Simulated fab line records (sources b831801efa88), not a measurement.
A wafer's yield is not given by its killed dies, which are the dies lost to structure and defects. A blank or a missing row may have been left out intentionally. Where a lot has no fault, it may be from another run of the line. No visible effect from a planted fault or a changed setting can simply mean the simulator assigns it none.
Problem report, 8D (eight disciplines) form, completed by code	flow gf180mcu	the parts of the form that need people (team, actions taken, sign-off) are left out

== 1. WHAT WENT WRONG ==
Mean CONTACT_W_RS at GF_CONTACT_RS_MEAS_25: 0.413 ohm/sq over 4 wafers in 2 lots; fault-free wafers: 0.384 ohm/sq, standard deviation 0.0037. Measured from the usual mean, that is +7.8 standard deviations.
The step: measures by four-point-probe.
The first sign was on wafer L539.4 at day 22 11:50, on film metro-02. At this step, 39 wafers from 13 lots have a number in the record. Rule for "out", or "out of limits": more than 4 standard deviations from the usual mean. All remaining wafers that have a number are taken as sound.

== 2. WHAT THIS IS AND IS NOT ==
question	is	is not
which readings at this step	CONTACT_W_RS	-
which lots	L539, L541	L523, L525, L527, L528, L529, L530, L531, L532, L542, L545, L546
which wafers of those lots	L539.4, L539.6, L541.4, L541.6	L539.2, L541.1
read on which gauges	film metro-02	film metro-01, film metro-03
when	from day 22 11:50	up to then (25 sound wafers); but 10 sound wafers of L541, L542, L545, L546 came after

== 3. WHAT RULES OUT EACH SUSPECT ==
Counting: a tool at a process step up to the reading stays a suspect if it ran every lot that is out. Sound lots after the first of them don't rule it out here, since some wafers of a struck lot are sound.
- the gauge at GF_CONTACT_RS_MEAS_25: kept. All the wafers that are out were read on film metro-02, and no step on other tools shows them out.
- cvd w-01 at GF_CONTACT_CVD_24 (deposits W, target thk 300 nm, time 90.339 s): kept. It processed each lot that is out (first: L539, day 22 11:43); up to then, its last sound lot is L531 (day 19 16:19).
Left after counting: cvd w-01 at GF_CONTACT_CVD_24, film metro-02 at GF_CONTACT_RS_MEAS_25.

== 4. THE CAUSE (what the simulator had put in) ==
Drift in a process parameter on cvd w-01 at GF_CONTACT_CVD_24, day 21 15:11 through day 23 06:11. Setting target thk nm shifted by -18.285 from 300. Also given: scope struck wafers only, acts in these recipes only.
After counting, 2 suspects remain, this tool included.

== 5. THE EFFECT CHAIN, in route order ==
One row per reading whose mean, taken over the struck wafers that have a number, lies over 3 standard deviations from the usual. Only readings for which the record gives a usual standard deviation are gone through. hours: the time from each lot's start at the first step in this table that gives one to its start at this step, as a median over the lots. sigmas: the change in usual standard deviations.
hours	step	reading	usual	on struck wafers	change	sigmas
0	GF_CONTACT_RS_MEAS_25	CONTACT_W_RS	0.384 ohm/sq	0.413	+0.029	+7.8
0	GF_CONTACT_THK_MEAS_26	CONTACT_W_THK	303 nm	278	-25	-5.6
At these later measuring or inspecting steps, every struck wafer for which the step has a row has a number for every such reading, and none has moved that far: GF_V1_OVL_MEAS_15.

== 6. HOW IT WOULD HAVE BEEN CAUGHT EARLIER ==
21 hours passed between the start of the fault at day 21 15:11 and the first reading out of limits at a measuring or inspecting step in this record, taken at day 22 11:50.
An alarm limit of 4 standard deviations would not have fired on the tool readings at GF_CONTACT_CVD_24 for which the record gives a usual standard deviation, since none of them was out on any struck wafer.
L541, from the lots that are out (2), started GF_CONTACT_CVD_24 on cvd w-01 later than day 22 11:50. A hold on the tool at that time would have spared it.
